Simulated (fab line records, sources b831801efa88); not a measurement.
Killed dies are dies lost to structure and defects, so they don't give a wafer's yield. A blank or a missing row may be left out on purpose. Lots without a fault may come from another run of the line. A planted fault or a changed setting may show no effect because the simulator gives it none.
Which tool did it? | flow sfq_line | 15 lots, 45 wafers sampled, at 2 steps of a route of 325

WHAT THE GAUGES READ, wafer by wafer
The record holds no reading of a measuring or inspecting step that can be judged against a usual standard deviation.

WHICH TOOL RAN EACH LOT (tool, then ch and the chambers of the sampled wafers, then the start)
lot  | SFQ_TRILAYER_A5B_CMP_CMP_130  | SFQ_TRILAYER_A5B_METRO_MEASURE_131
L556 | cmp-01 ch 0,1,3, day 63 00:44 | film_metro-02, day 63 03:14
L557 | cmp-02 ch 0,1,2, day 63 21:30 | film_metro-03, day 64 00:00
L558 | cmp-01 ch 0,1,3, day 64 05:49 | film_metro-02, day 64 08:01
L559 | cmp-01 ch 2,3, day 64 10:49   | film_metro-04, day 64 14:01
L560 | cmp-01 ch 0,2,3, day 64 16:49 | film_metro-02, day 64 20:01
L561 | cmp-01 ch 0,2,3, day 68 20:04 | film_metro-04, day 68 23:04
L562 | cmp-01 ch 1,3, day 69 05:04   | film_metro-04, day 69 08:04
L563 | cmp-02 ch 0,3, day 69 14:01   | film_metro-04, day 69 17:01
L564 | cmp-01 ch 1,2,3, day 69 14:04 | film_metro-03, day 69 17:04
L565 | cmp-02 ch 0,1, day 69 17:01   | film_metro-04, day 69 20:25
L566 | cmp-01 ch 0,1, day 69 17:34   | film_metro-02, day 69 20:09
L569 | cmp-02 ch 0,1, day 70 10:21   | film_metro-03, day 70 13:21
L570 | cmp-01 ch 0,1,2, day 70 19:57 | film_metro-04, day 70 22:57
L571 | cmp-02 ch 0,1,2, day 71 00:24 | film_metro-03, day 71 03:36
L579 | cmp-01 ch 0,2,3, day 73 08:52 | film_metro-03, day 73 11:22
- SFQ_TRILAYER_A5B_CMP_CMP_130: polishes, stops on Nb, target thk 340.7 nm.
- SFQ_TRILAYER_A5B_METRO_MEASURE_131

WHAT THE TOOLS THEMSELVES READ (means of the sampled wafers that have a number; where no wafer has one, the mark that the record gives instead)
SFQ_TRILAYER_A5B_CMP_CMP_130.
lot  | tool   | edge_zone_pressure_frac | head_pressure_psi (psi) | motor_current_A (A)
L556 | cmp-01 | 0.997                   | 3.002                   | 10.8
L557 | cmp-02 | 1.001                   | 3.005                   | 10.5
L558 | cmp-01 | 0.996                   | 3.001                   | 10.3
L559 | cmp-01 | 0.993                   | 3.002                   | 10.1
L560 | cmp-01 | 1.000                   | 3.005                   | 9.6
L561 | cmp-01 | 1.002                   | 3.008                   | 9.7
L562 | cmp-01 | 0.998                   | 2.999                   | 10.6
L563 | cmp-02 | 1.000                   | 3.000                   | 11.3
L564 | cmp-01 | 0.994                   | 2.998                   | 10.4
L565 | cmp-02 | 1.000                   | 2.997                   | 10.7
L566 | cmp-01 | 1.004                   | 3.006                   | 10.2
L569 | cmp-02 | -                       | -                       | -
L570 | cmp-01 | -                       | -                       | -
L571 | cmp-02 | -                       | -                       | -
L579 | cmp-01 | 1.002                   | 2.994                   | 9.8

SFQ_TRILAYER_A5B_METRO_MEASURE_131.
lot  | tool          | thk_nm (nm)
L556 | film_metro-02 | 338
L557 | film_metro-03 | 348
L558 | film_metro-02 | 339
L559 | film_metro-04 | 334
L560 | film_metro-02 | 340
L561 | film_metro-04 | 337
L562 | film_metro-04 | 337
L563 | film_metro-04 | 344
L564 | film_metro-03 | 345
L565 | film_metro-04 | 348
L566 | film_metro-02 | 340
L569 | film_metro-03 | 600
L570 | film_metro-04 | 596
L571 | film_metro-03 | 591
L579 | film_metro-03 | 336

THE ANSWER, worked out from the rows above alone
Rule: what is usual is taken from the lots themselves. Put in order of their means at a reading, lots are off if they are a third of the lots or fewer, leave a main group of 4 or more, and stand apart from it by a gap of 3 or more times the standard deviation of the main group's means; of several such gaps the widest counts. A main group whose means are all the same, to the digits that the tables above print for the reading, isn't used. A lot without any number at a reading at which 4 lots or more have one is off too. The other lots that the step has rows for count as sound. The gauges are gone through in route order, then the tools' own readings, and for those a lot's mean is taken as printed above. The first step at which some lot is off is used, and at that step the reading that is off furthest; a lot without a number counts as furthest.
Off: L569, L570, L571, at SFQ_TRILAYER_A5B_CMP_CMP_130 (edge_zone_pressure_frac). Without a number there: L569, L570, L571. The main group: mean 0.999, standard deviation 0.0032.
A tool fits if, at that step or a process step before it, it ran every lot that is off, and no sound lot after the first of them. None of those tried fits.

WHAT THE SIMULATOR HAD PUT IN
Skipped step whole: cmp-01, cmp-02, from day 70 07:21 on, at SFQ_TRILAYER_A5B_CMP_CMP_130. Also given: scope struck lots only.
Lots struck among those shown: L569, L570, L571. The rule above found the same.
